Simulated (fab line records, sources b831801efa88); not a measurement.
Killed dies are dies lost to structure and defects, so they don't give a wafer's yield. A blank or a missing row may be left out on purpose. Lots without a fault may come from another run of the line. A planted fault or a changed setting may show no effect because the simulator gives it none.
Chamber matching | flow gf180mcu | GF_V5_CMP_04 on cmp-02: 4 sister chambers
The step polishes SiO2. 4 wafers are shown with their chamber, then 8 later ones without.

WAFERS WITH THEIR CHAMBER
wafer  | chamber | motor_current_A (A)
L883.4 | 0       | 13.0
L889.2 | 3       | 11.4
L889.3 | 1       | 10.4
L890.1 | 2       | 14.1

WAFERS WITHOUT THEIR CHAMBER
wafer  | motor_current_A (A)
L890.4 | 13.5
L890.6 | 12.7
L898.1 | 10.3
L898.3 | 12.9
L898.5 | 15.0
L902.3 | 9.9
L902.5 | 10.1
L902.6 | 14.2

WHICH CHAMBER EACH WENT THROUGH
wafer  | from the rows above     | in truth
L890.4 | can't be placed: 0 or 2 | 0
L890.6 | 0                       | 0
L898.1 | 1                       | 1
L898.3 | 0                       | 0
L898.5 | 2                       | 2
L902.3 | 1                       | 1
L902.5 | 1                       | 1
L902.6 | 2                       | 2
Placed correctly: 7 of 8. Can't be placed from these rows: 1 (the true chamber is among the candidates in 1). Placed wrongly: 0.
How it was worked out, from the rows above alone: a wafer's distance from a chamber is the root of the sum, over the readings, of the square of ((its reading less the chamber's mean) divided by the reading's scatter). The wafer belongs to the nearest chamber; if the next one is less than 2 further off, it can't be placed. A chamber's mean is the mean of its shown wafers. The scatter: with one shown wafer a chamber, the root of the mean of the squares of how far each hidden wafer lies from its nearest shown one.
